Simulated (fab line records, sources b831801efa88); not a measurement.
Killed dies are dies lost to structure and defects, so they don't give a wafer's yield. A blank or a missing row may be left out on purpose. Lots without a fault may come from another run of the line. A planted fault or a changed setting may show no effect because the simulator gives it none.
A struck lot beside a sound one | flow gf180mcu | 31 steps out of a route of 602
Sound: wafers L146.2, L146.3, L146.6. Struck: wafers L149.1, L149.3, L149.5. The cause comes at the end.
At each step with rows: each side's tool, then ch and its chambers, then its first start. Under that, the readings that differ: sound wafers | struck wafers | difference of the means | sigmas: that difference in standard deviations of wafers without a fault.
alike: readings whose means differ by less than 2 such deviations, and words and numbers that are the same on both sides. not compared: withheld readings, readings that some wafer has no value for, bounds like >300 that may hide the same value, and numbers for which the record gives no deviation and whose values overlap.
The two part at a step that has a row with sigmas, a row that says differs or no value, or rows on one side only. Numbers that don't overlap but have no deviation are shown without sigmas and don't part them. A reading that every wafer of one side lacks parts them only if that side has two wafers or more.

first, 1 step without rows for these wafers: GF_HV_LDD_CVD_56 (deposits Si3N4 from DCS/NH3, target thk 90 nm, time 1543 s).
GF_HV_LDD_THK_MEAS_57:
  sound on film_metro-01, day 15 21:07; struck on film_metro-03, day 17 06:02
  reading                | sound          | struck         | difference | sigmas
  HV_LDD_CVD_56_THK (nm) | 89.0 87.9 88.2 | 90.6 89.9 91.1 | +2.2       | +2
GF_HV_LDD_ETCHBACK_58: etches Si3N4 in CH3F/O2, stops on SiO2, time 100 s, target depth 90 nm.
  sound on rie_diel-03 ch 0,1, day 15 21:10; struck on rie_diel-02 ch 0,2,3, day 17 06:06
  reading               | sound             | struck            | difference | sigmas
  oes_product_au (a.u.) | 0.836 0.835 0.834 | 0.857 0.840 0.852 | +0.015     | +2
  alike: drypump_motor_current_A, rf_fwd_power_W, throttle_valve_pct
  not compared: rf_hours_counter_h
then, 7 steps without rows for these wafers: GF_NSD_DEHYDRATE_00 (time 60 s); GF_NSD_HMDS_01 (prime time 60 s); GF_NSD_COAT_02 (resist thk 1000 nm); GF_NSD_SOFTBAKE_03 (time 60 s); GF_NSD_EXPOSE_04 (exposes mask Nplus, target cd 400 nm); GF_NSD_PEB_05; GF_NSD_DEVELOP_06 (develop time 60 s).
GF_NSD_CD_MEAS_07: target cd 400 nm.
  sound on cd_sem-02, day 16 19:19; struck on cd_sem-02, day 18 04:40
  alike: cd_nm
GF_NSD_OVL_MEAS_08:
  sound on overlay-01, day 16 19:25; struck on overlay-01, day 18 04:47
  alike: NSD_OVL
GF_NSD_IMPLANT_09:
  sound on implanter-03 ch 0, day 16 19:29; struck on implanter-04, day 18 04:49
  no value came back on the struck wafers for beam_energy_keV, beam_on_s (s), dose_ions_cm2; on the sound wafers beam_energy_keV reads 59.957 59.995 60.011
then, 1 step without rows for these wafers: GF_NSD_IMPLANT_10.
GF_NSD_STRIP_11: strips in O2/N2.
  sound on plasma_asher-02 ch 1, day 16 19:45; struck on plasma_asher-03 ch 0,1, day 18 05:07
  reading                      | sound                | struck               | difference | sigmas
  drypump_motor_current_A (A)  | 6.7 6.7 6.6          | 4.6 5.9 4.6          | -1.6       | -3
  oes_product_au (a.u.)        | 0.482 0.492 0.489    | 0.703 0.701 0.713    | +0.218     | +44
  strip_time_to_endpoint_s (s) | 22.967 22.986 22.974 | 12.768 12.762 12.797 | -10.200    | -99 or more
  alike: heater_power_w
  not compared: rf_hours_counter_h
GF_NSD_TW_MEAS_12:
  sound on film_metro-04, day 16 19:52; struck on film_metro-03, day 18 05:13
  reading | sound          | struck         | difference | sigmas
  NSD_TW  | 4221 4226 4227 | 2995 2996 3025 | -1219      | -49
then, 7 steps without rows for these wafers: GF_PSD_DEHYDRATE_00 (time 60 s); GF_PSD_HMDS_01 (prime time 60 s); GF_PSD_COAT_02 (resist thk 1000 nm); GF_PSD_SOFTBAKE_03 (time 60 s); GF_PSD_EXPOSE_04 (exposes mask Pplus, target cd 400 nm); GF_PSD_PEB_05; GF_PSD_DEVELOP_06 (develop time 60 s).
GF_PSD_CD_MEAS_07: target cd 400 nm.
  sound on cd_sem-02, day 17 18:19; struck on cd_sem-02, day 19 05:09
  alike: cd_nm
GF_PSD_OVL_MEAS_08:
  sound on overlay-02, day 17 18:25; struck on overlay-01, day 19 05:18
  alike: PSD_OVL
then, 1 step without rows for these wafers: GF_PSD_IMPLANT_09.
GF_PSD_STRIP_10: strips in O2/N2.
  sound on plasma_asher-03 ch 0, day 17 18:36; struck on plasma_asher-01 ch 0,1, day 19 05:29
  alike: drypump_motor_current_A, heater_power_w, oes_product_au, strip_time_to_endpoint_s
  not compared: rf_hours_counter_h
GF_PSD_TW_MEAS_11:
  sound on film_metro-03, day 17 18:43; struck on film_metro-01, day 19 05:35
  alike: PSD_TW
then, 1 step without rows for these wafers: GF_PSD_CLEAN_12 (cleans in SC1/SC2, time 150 s).
GF_PSD_RTA_13: time 20 s.
  sound on rtp_anneal-02 ch 0, day 17 18:50; struck on rtp_anneal-02 ch 0, day 19 05:41
  alike: lamp_power_pct, wafer_temp_C_max
GF_PSD_RS_MEAS_14: measures by four-point-probe.
  sound on film_metro-01, day 17 18:55; struck on film_metro-03, day 19 05:47
  reading         | sound             | struck               | difference | sigmas
  NSD_RS (ohm/sq) | 46.09 46.10 46.12 | 137.99 138.09 138.31 | +92.03     | +99 or more

WHERE THEY PART
First at GF_HV_LDD_THK_MEAS_57; last, within this record, at GF_PSD_RS_MEAS_14.

WHY: what the simulator had put in
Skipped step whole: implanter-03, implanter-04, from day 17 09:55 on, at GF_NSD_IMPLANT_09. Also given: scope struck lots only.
